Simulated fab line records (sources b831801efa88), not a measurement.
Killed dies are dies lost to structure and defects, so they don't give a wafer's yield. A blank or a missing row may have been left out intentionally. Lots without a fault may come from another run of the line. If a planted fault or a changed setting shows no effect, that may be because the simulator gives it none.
Chamber matching + flow sfqLine + pecvd-02 running SFQ_TRILAYER_I6_DEP_PECVD_165: 3 sister chambers
The step deposits SiO2 from SiH4/N2O, time 111.11 s, target thk 500 nm. 14 wafers are shown with their chamber, then 7 later ones without.

== WAFERS PAIRED WITH THEIR CHAMBERS ==
| wafer  | chamber | throttleValvePct (%) | heaterPowerW (W) |
|--------|---------|----------------------|------------------|
| L793.3 | 0       | 24.3                 | 87               |
| L793.5 | 2       | 24.3                 | 82               |
| L793.6 | 0       | 24.3                 | 72               |
| L796.1 | 1       | 25.8                 | 89               |
| L796.4 | 2       | 24.3                 | 74               |
| L796.6 | 1       | 25.7                 | 89               |
| L800.1 | 0       | 24.4                 | 87               |
| L800.2 | 2       | 24.3                 | 79               |
| L800.6 | 1       | 25.7                 | 94               |
| L801.2 | 1       | 26.0                 | 94               |
| L801.3 | 2       | 24.4                 | 69               |
| L801.5 | 1       | 25.9                 | 95               |
| L803.2 | 2       | 24.6                 | 83               |
| L803.4 | 0       | 24.1                 | 85               |

SIGNATURES, as means of the wafers listed above
| reading          | chamber 0 | chamber 1 | chamber 2 | scatter within a chamber |
|------------------|-----------|-----------|-----------|--------------------------|
| throttleValvePct | 24.275    | 25.820    | 24.380    | 0.129                    |
| heaterPowerW     | 82.75     | 92.20     | 77.40     | 5.47                     |
Rule: a wafer's distance from a chamber is the root of the sum, over the readings, of the square of ((its reading less the chamber's mean) divided by the reading's scatter). The wafer belongs to the nearest chamber; if the next one is less than 2 further off, it can't be placed. The scatter: the root of (the sum of the squares of (reading less its chamber's mean) over the shown wafers, divided by (wafers less chambers)).

== WAFERS WITH NO CHAMBER GIVEN ==
| wafer  | throttleValvePct (%) | heaterPowerW (W) |
|--------|----------------------|------------------|
| L803.6 | 24.3                 | 82               |
| L810.1 | 24.3                 | 76               |
| L810.2 | 26.1                 | 91               |
| L810.4 | 25.9                 | 96               |
| L814.1 | 26.0                 | 99               |
| L814.5 | 26.0                 | 102              |
| L814.6 | 24.5                 | 71               |

== CHAMBER TAKEN BY EACH ==
| wafer  | from the rows above     | in truth |
|--------|-------------------------|----------|
| L803.6 | can't be placed: 0 or 2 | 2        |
| L810.1 | can't be placed: 2 or 0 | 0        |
| L810.2 | 1                       | 1        |
| L810.4 | 1                       | 1        |
| L814.1 | 1                       | 1        |
| L814.5 | 1                       | 1        |
| L814.6 | can't be placed: 2 or 0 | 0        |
Correct placement for 4 of the 7. Can't be placed from these rows: 3 (the true chamber is among the candidates in 3). 0 placed wrongly.
